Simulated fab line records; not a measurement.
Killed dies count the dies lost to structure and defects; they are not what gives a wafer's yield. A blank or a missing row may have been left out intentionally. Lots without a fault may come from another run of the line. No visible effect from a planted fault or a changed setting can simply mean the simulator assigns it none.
Comparing a struck lot with a sound one + flow sky130 + 17 out of 708 route steps
Sound: wafers L401.1, L401.5, L401.6. Wafers struck: L412.1, L412.3, L412.5. The cause is given at the end.
For every step that has rows: the tool of each side, followed by ch and its chambers, followed by its first start. Under that, the readings that differ: sound wafers + struck wafers + difference of the means + sigmas: that difference in standard deviations of wafers without a fault.
alike: a reading whose means differ by less than 2 such deviations, as well as words and numbers matching on both sides. not compared: withheld readings; readings where some wafer has no value; bounds like >300 that might hide an equal value; numbers whose values overlap and for which the record gives no deviation.
The two part at a step that has a row with sigmas, a row that says differs or no value, or rows on one side only. Non-overlapping numbers with no deviation appear without sigmas and do not part them. A reading that every wafer of one side lacks parts them only if that side has two wafers or more.

first, 1 step without rows for these wafers: SKY_LDD_N_IMPLANT_15.
SKY_LDD_N_STRIP_16: strips in O2/N2.
  sound on plasma-asher-03 ch 0,1, day 20 03:23; struck on plasma-asher-03 ch 0,1, day 24 01:10
  alike: drypump-motor-current-A, oes-product-au, strip-time-to-endpoint-s
  not compared: rf-hours-counter-h
SKY_LDD_N_TW_MEAS_17:
  sound on film-metro-03 at day 20 03:29; struck on film-metro-02 at day 24 01:16
  alike: LDD_N_TW
then, 7 steps without rows for these wafers: SKY_LDD_P_DEHYDRATE_00 (time 60 s); SKY_LDD_P_HMDS_01 (prime time 60 s); SKY_LDD_P_COAT_02 (resist thk 1140 nm); SKY_LDD_P_SOFTBAKE_03 (time 60 s); SKY_LDD_P_EXPOSE_04 (exposes mask PSDM, target cd 380 nm); SKY_LDD_P_PEB_05; SKY_LDD_P_DEVELOP_06 (develop time 60 s).
SKY_LDD_P_CD_MEAS_07: target cd 380 nm.
  sound on cd-sem-01 at day 21 10:38; struck on cd-sem-01 at day 25 07:09
| reading    | sound             | struck            | difference | sigmas |
|------------|-------------------|-------------------|------------|--------|
| cd-nm (nm) | 387.4 384.3 385.9 | 376.2 379.0 379.7 | -7.6       | -3     |
SKY_LDD_P_OVL_MEAS_08:
  sound on overlay-01 at day 21 10:45; struck on overlay-02 at day 25 07:16
  alike: LDD_P_OVL
SKY_LDD_P_IMPLANT_09:
  sound on implanter-02 ch 0, day 21 10:47; struck on implanter-02 ch 0, day 25 07:18
| reading                   | sound             | struck            | difference | sigmas |
|---------------------------|-------------------|-------------------|------------|--------|
| implant-ion-amu           | 49 49 49          | 11 11 11          | -38        |        |
| model.implant.rp-nm (nm)  | 20.94 20.94 20.94 | 83.21 83.21 83.21 | +62.27     |        |
| model.implant.drp-nm (nm) | 11.41 11.41 11.41 | 35.62 35.62 35.62 | +24.21     |        |
SKY_LDD_P_STRIP_10: strips in O2/N2.
  sound on plasma-asher-03 ch 0,1, day 21 10:56; struck on plasma-asher-02 ch 0,1, day 25 07:27
  alike: drypump-motor-current-A, oes-product-au, strip-time-to-endpoint-s
  not compared: rf-hours-counter-h
SKY_LDD_P_TW_MEAS_11:
  sound on film-metro-01 at day 21 11:02; struck on film-metro-01 at day 25 07:33
| reading  | sound       | struck      | difference | sigmas |
|----------|-------------|-------------|------------|--------|
| LDD_P_TW | 643 645 644 | 410 408 408 | -235       | -42    |
then, 1 step without rows for these wafers: SKY_LDD_HVN_DEHYDRATE_00 (time 60 s).
-- here the record skips 25 days between the struck wafers' starts before and after, leaving off in module LDD_HVN and picking up in module PAD_OPEN (first step shown: number 708 of the route) --
SKY_PAD_OPEN_PROBE_99:
  sound on prober-02 at day 47 11:53; struck on prober-01 at day 49 20:21
| reading                                | sound             | struck            | difference | sigmas |
|----------------------------------------|-------------------|-------------------|------------|--------|
| killed_at_M4_up                        | 4 9 5             | 3 1 2             | -4         | -2     |
| model.etest.tip-p.rs-ohm-sq            | 6801 6804 6759    | 6370 6317 6293    | -461       |        |
| model.etest.pfet-g5v0d10v5.r-on-ohm-um | 4687 4689 4608    | 4510 4490 4468    | -172       |        |
| model.etest.pfet_01v8.r-on-ohm-um      | 2862 2859 2857    | 2670 2649 2642    | -206       |        |
| model.etest.pfet_01v8.drive-ua-um      | 197.2 195.8 199   | 232 233.8 234.2   | +36        |        |
| model.etest.pfet_01v8_lvt.drive-ua-um  | 173.4 173.7 176.3 | 201 202.1 201.1   | +27        |        |
| model.etest.pfet-g5v0d10v5.drive-ua-um | 348.8 346 350.1   | 366.7 370.9 370.8 | +21.2      |        |
| model.etest.pfet_01v8_hvt.drive-ua-um  | 145.8 146 148.3   | 165.6 167 166.4   | +19.6      |        |
| model.etest.pfet_01v8_mvt.drive-ua-um  | 154.5 154.3 157.7 | 173.4 175.1 174.7 | +18.9      |        |
  alike: killed_at_M0_to_M3, killed-at-contacts, killed-at-front-end, killed-at-other, killed-dies, killed-open, killed-short

== WHERE THEY PART ==
Earliest at SKY_LDD_P_CD_MEAS_07; latest, in this record, at SKY_PAD_OPEN_PROBE_99.

WHY: what had been put in by the simulator
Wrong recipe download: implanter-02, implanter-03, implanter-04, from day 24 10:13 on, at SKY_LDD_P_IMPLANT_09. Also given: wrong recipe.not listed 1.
